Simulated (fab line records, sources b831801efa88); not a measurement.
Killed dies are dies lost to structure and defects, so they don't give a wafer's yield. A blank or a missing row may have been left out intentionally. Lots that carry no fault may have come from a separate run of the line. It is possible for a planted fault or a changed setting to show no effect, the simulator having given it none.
Split-lot study	flow sfq_line	route with 325 steps; 5 lots, 27 wafers read

## THE SPLIT ITSELF
At SFQ_TRILAYER_M5_BARC_OPEN_METAL_ETCH_161 (etches BARC in O2, target depth 125 nm, time 41.7 s), the setting time_s was moved away from the recipe's 41.7 s on 12 of the 27 wafers read, by -54.9% to +59.4%. This setting was run at the recipe's value on the other wafers.

The reading is taken at the split's own step.

## THE READING
KrF_of_TRILAYER_M5_LITHO_COAT_123.thk_nm (the simulator's own value, which no gauge read), in nm, at SFQ_TRILAYER_M5_BARC_OPEN_METAL_ETCH_161 (etches BARC in O2, target depth 125 nm, time 41.7 s). There is no usual value for it anywhere in the file. Average 521.7 nm, standard deviation 2 nm, over the 15 wafers here run with the recipe.

wafer	tool, chamber at the split	time_s as run, s	against the recipe	KrF_of_TRILAYER_M5_LITHO_COAT_123.thk_nm, nm	against lot-mates on the recipe
L075.1	rie_metal-02, 0	18.79	-54.9%	547.6	+27.6
L075.2	rie_metal-02, 1	41.7	recipe	521.4	-
L075.3	rie_metal-02, 0	41.7	recipe	517.9	-
L075.4	rie_metal-02, 1	18.79	-54.9%	547.2	+27.2
L075.5	rie_metal-02, 1	18.79	-54.9%	548.3	+28.3
L075.6	rie_metal-02, 0	41.7	recipe	520.8	-
L076.3	rie_metal-01, 0	41.7	recipe	522.8	-
L076.4	rie_metal-01, 1	41.7	recipe	521.2	-
L076.5	rie_metal-01, 0	41.7	recipe	523	-
L078.1	rie_metal-03, 1	20.7	-50.4%	546.8	+27.1
L078.2	rie_metal-03, 0	41.7	recipe	521.5	-
L078.3	rie_metal-03, 1	41.7	recipe	520.3	-
L078.4	rie_metal-03, 0	20.7	-50.4%	545.9	+26.2
L078.5	rie_metal-03, 1	41.7	recipe	517.3	-
L078.6	rie_metal-03, 0	20.7	-50.4%	548.1	+28.4
L080.1	rie_metal-01, 1	54.99	+31.9%	506.8	-17.4
L080.2	rie_metal-01, 0	41.7	recipe	525.1	-
L080.3	rie_metal-01, 1	54.99	+31.9%	506.6	-17.6
L080.4	rie_metal-01, 0	41.7	recipe	523.9	-
L080.5	rie_metal-01, 1	41.7	recipe	523.5	-
L080.6	rie_metal-01, 0	54.99	+31.9%	509.1	-15.1
L084.1	rie_metal-03, 0	41.7	recipe	522.4	-
L084.2	rie_metal-03, 1	66.49	+59.4%	489.9	-32.4
L084.3	rie_metal-03, 1	41.7	recipe	521.5	-
L084.4	rie_metal-03, 0	66.49	+59.4%	491.9	-30.4
L084.5	rie_metal-03, 0	66.49	+59.4%	491.4	-30.9
L084.6	rie_metal-03, 1	41.7	recipe	522.9	-

THE FIT
A straight line over all 27 wafers: KrF_of_TRILAYER_M5_LITHO_COAT_123.thk_nm changes by -0.492 nm for each +1% of time_s; r = -0.99; the points scatter about the line by 1.9 nm.
The same after taking each lot's own level away (the mean of its wafers on the recipe; 27 wafers): -0.522 nm for each +1%; r = -1.00; scatter 1.2 nm.
That fit puts the effect of the largest move of time_s on the reading at 31 nm.
The lots' own levels span 519.70 to 524.17 nm, that is 2.2 times the standard deviation above.
The two slopes are in agreement: the lot-to-lot level therefore moves the slope only a little.
Check: for one of the wafers moved furthest among these (+59.4%), held out of the fit, the line's prediction against its lot-mates is -30.8 nm. It came out at -32.4 nm against them.
Tool readings at the split's step, against how far the setting was moved: oes_product_au r = -0.88.

## ADDITIONAL SPLITS CARRIED BY THESE WAFERS
Before the reading, these wafers also passed through other splits. Each is held against what the fit with the lots' levels taken away leaves over:
other split on the same wafers	wafers away from the commonest value	r with KrF_of_TRILAYER_M5_LITHO_COAT_123.thk_nm (lot level and that fit taken away)
SFQ_TRILAYER_I3_VIA_BARC_OPEN_VIA_ETCH_121 time_s	9	+0.00
SFQ_TRILAYER_JJ_TRILAYER_DEP_SPUTTER_112 time_s	12	-0.14

## THE WHOLE CHAIN: every reading that the file lists as answering this split, in the file's order
step	what it does	reading	change (the file's fit)	r (the file's)
SFQ_TRILAYER_M5_BARC_OPEN_METAL_ETCH_161	etches BARC in O2, target depth 125 nm, time 41.7 s	oes_product_au	not straight: 0.996 at the lowest setting, 0.684 at the recipe, 0.639 at the highest	not given
SFQ_TRILAYER_M5_BARC_OPEN_METAL_ETCH_161	etches BARC in O2, target depth 125 nm, time 41.7 s	KrF_of_TRILAYER_M5_LITHO_COAT_123.thk_nm (the simulator's own value, which no gauge read)	-0.522 nm for each +1% of the setting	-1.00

## FILE'S OWN FIT
KrF_of_TRILAYER_M5_LITHO_COAT_123.thk_nm changes by -0.522 nm for each +1% of time_s, r = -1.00.
